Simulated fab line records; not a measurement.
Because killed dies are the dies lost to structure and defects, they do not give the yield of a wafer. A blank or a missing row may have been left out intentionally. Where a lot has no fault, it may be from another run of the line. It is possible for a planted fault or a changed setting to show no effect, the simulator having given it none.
Problem report, 8D (eight disciplines) form, completed by code || flow gf180mcu || the parts of the form that need people (team, actions taken, sign-off) are left out

## 1. THE PROBLEM
Wafers free of any fault read 488.2 ohm/sq (standard deviation 1.3) for NWELL_RS at GF_VT_IMPLANT_RS_MEAS_47, against a mean of 499.6 ohm/sq on 9 wafers of 3 lots. That is +8.8 standard deviations from the usual mean.
The step: measures by four-point-probe.
First observed at day 8 08:09: wafer L181.1, on film metro-03. At this step, 36 wafers from 12 lots have a number in the record. Rule for "out" (also "out of limits"): further than 4 standard deviations from the usual mean. The other wafers with a number count as sound.

## 2. WHAT IT IS, AND WHAT IT ISN'T
{"question": "which readings at this step", "is": "NWELL_RS", "is not": "-"}
{"question": "which lots", "is": "L181, L183, L185", "is not": "L179, L182, L190, L191, L192, L193, L194, L200, L201"}
{"question": "which wafers of those lots", "is": "all that have a number", "is not": "-"}
{"question": "read on which gauges", "is": "film metro-02, film metro-03, film metro-04", "is not": "-"}
{"question": "when", "is": "from day 8 08:09", "is not": "up to then (3 sound wafers); but 24 sound wafers of L182, L190, L191, L192, L193, L194, L200, L201 came after"}

## 3. SUSPECTS, AND WHAT RULES EACH OUT
Counting: any tool at a process step up to the reading is kept as a suspect provided that every lot that is out went through it and no sound lot did after the first of them.
- the gauge at GF_VT_IMPLANT_RS_MEAS_47: ruled out. Those wafers that are out were read across 3 gauges (film metro-02, film metro-03, film metro-04).
- implanter-02 at GF_NWELL_IMPLANT_09: ruled out as a lasting fault. The sound lots L194 went through it after L181, its earliest lot that is out (day 3 19:45).
Left after counting: nothing in the record.

## 4. THE CAUSE (what the simulator had put in)
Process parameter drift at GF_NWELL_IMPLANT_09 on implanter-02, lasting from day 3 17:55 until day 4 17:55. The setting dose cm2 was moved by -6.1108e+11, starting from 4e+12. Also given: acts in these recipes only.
The count ruled it out by mistake, since the rule takes a fault to strike every lot its tool runs from the start of the fault on, and this one did not do so.

## 5. THE EFFECT CHAIN, in route order
One row per reading whose mean, taken over the struck wafers that have a number, lies over 3 standard deviations from the usual. Only readings for which the record gives a usual standard deviation are gone through. hours: the time from each lot's start at the first step in this table that gives one to its start at this step, as a median over the lots. sigmas: the change in usual standard deviations.
{"hours": 0, "step": "GF_NWELL_IMPLANT_09", "reading": "dose ions cm2", "usual": 3.999e+12, "on struck wafers": 3.389e+12, "change": -6.101e+11, "sigmas": "-99 or more"}
{"hours": 0, "step": "GF_NWELL_IMPLANT_09", "reading": "faraday current uA", "usual": 22.6, "on struck wafers": 19.1, "change": -3.5, "sigmas": -8.8}
{"hours": 108, "step": "GF_VT_IMPLANT_RS_MEAS_47", "reading": "NWELL_RS", "usual": "488.2 ohm/sq", "on struck wafers": 499.6, "change": "+11.4", "sigmas": "+8.8"}
It contains these process steps:
- GF_NWELL_IMPLANT_09

## 6. HOW IT WOULD HAVE BEEN CAUGHT EARLIER
Counted from the fault's start at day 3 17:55, it took 110 hours until the first out-of-limits reading at a measuring or inspecting step in this record, taken at day 8 08:09.
Tool's own readings at GF_NWELL_IMPLANT_09, dose ions cm2, faraday current uA: out on all struck wafers the step has rows for; an alarm limit on them would have tripped on the first.
